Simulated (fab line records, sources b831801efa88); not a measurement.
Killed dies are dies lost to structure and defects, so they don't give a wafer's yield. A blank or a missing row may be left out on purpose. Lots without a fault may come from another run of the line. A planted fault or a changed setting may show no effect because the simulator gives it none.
A struck lot beside a sound one | flow sky130 | 17 steps out of a route of 708
Sound: wafers L479.2, L479.4, L479.6. Struck: wafers L490.2, L490.6. The cause comes at the end.
At each step with rows: each side's tool, then ch and its chambers, then its first start. Under that, the readings that differ: sound wafers | struck wafers | difference of the means | sigmas: that difference in standard deviations of wafers without a fault.
alike: readings whose means differ by less than 2 such deviations, and words and numbers that are the same on both sides. not compared: withheld readings, readings that some wafer has no value for, bounds like >300 that may hide the same value, and numbers for which the record gives no deviation and whose values overlap.
The two part at a step that has a row with sigmas, a row that says differs or no value, or rows on one side only. Numbers that don't overlap but have no deviation are shown without sigmas and don't part them. A reading that every wafer of one side lacks parts them only if that side has two wafers or more.

first, 5 steps without rows for these wafers: SKY_VIA4_COAT_06 (resist thk 1140 nm); SKY_VIA4_SOFTBAKE_07 (time 60 s); SKY_VIA4_EXPOSE_08 (exposes mask VIM4, target cd 800 nm); SKY_VIA4_PEB_09; SKY_VIA4_DEVELOP_10 (develop time 60 s).
SKY_VIA4_OVL_MEAS_11:
  sound on overlay-02, day 44 11:36; struck on overlay-01, day 46 02:25
  alike: VIA4_OVL
SKY_VIA4_ETCH_12: etches SiO2 in C4F8/O2/Ar, stops on TiN, target depth 580 nm.
  sound on rie_diel-01 ch 1,3, day 44 11:38; struck on rie_diel-01 ch 0, day 46 02:26
  alike: oes_product_au
SKY_VIA4_STRIP_13: strips in O2/N2.
  sound on plasma_asher-03 ch 0,1, day 44 11:43; struck on plasma_asher-04 ch 1, day 46 02:31
  reading                     | sound       | struck  | difference | sigmas
  drypump_motor_current_A (A) | 5.6 5.5 5.5 | 6.8 6.8 | +1.3       | +3
  alike: oes_product_au, strip_time_to_endpoint_s
  not compared: rf_hours_counter_h
then, 3 steps without rows for these wafers: SKY_VIA4_STRIP_14 (strips in post etch residue remover, time 1200 s); SKY_VIA4_CLEAN_15 (cleans in IPA, time 180 s); SKY_VIA4_CLEAN_16 (cleans in O3/DIW).
SKY_VIA4_SPUTTER_17: material TiN, target thk 20 nm, time 80 s.
  sound on pvd_sputter-04, day 44 12:20; struck on pvd_sputter-02, day 46 03:07
  alike: cathode_dc_power_W, throttle_valve_pct
SKY_VIA4_CVD_18: deposits W, target thk 505 nm, time 152.14 s.
  sound on cvd_w-01 ch 0, day 44 12:23; struck on cvd_w-01 ch 0, day 46 03:10
  alike: heater_power_w, susceptor_temp_C
SKY_VIA4_RS_MEAS_19: measures by four-point-probe.
  sound on film_metro-04, day 44 12:34; struck on film_metro-03, day 46 03:20
  reading            | sound             | struck      | difference | sigmas
  VIA4_W_RS (ohm/sq) | 0.222 0.224 0.223 | 0.256 0.260 | +0.035     | +11
SKY_VIA4_THK_MEAS_20: measures by xrf.
  sound on film_metro-04, day 44 12:40; struck on film_metro-03, day 46 03:27
  reading         | sound       | struck  | difference | sigmas
  VIA4_W_THK (nm) | 516 514 516 | 466 461 | -52        | -6
SKY_VIA4_CMP_21: polishes, stops on SiO2, t overpolish 25 s, target thk 0 nm.
  sound on cmp-01 ch 0,1,2, day 44 12:46; struck on cmp-01 ch 2, day 46 03:30
  alike: motor_current_A, overpolish_run_s, platen_rpm, time_to_endpoint_s
SKY_PAD_OPEN_PROBE_99:
  the record has rows for the sound wafers here (prober-02, day 47 08:56) and none for the struck ones

WHERE THEY PART
First at SKY_VIA4_STRIP_13; last, within this record, at SKY_PAD_OPEN_PROBE_99.

WHY: what the simulator had put in
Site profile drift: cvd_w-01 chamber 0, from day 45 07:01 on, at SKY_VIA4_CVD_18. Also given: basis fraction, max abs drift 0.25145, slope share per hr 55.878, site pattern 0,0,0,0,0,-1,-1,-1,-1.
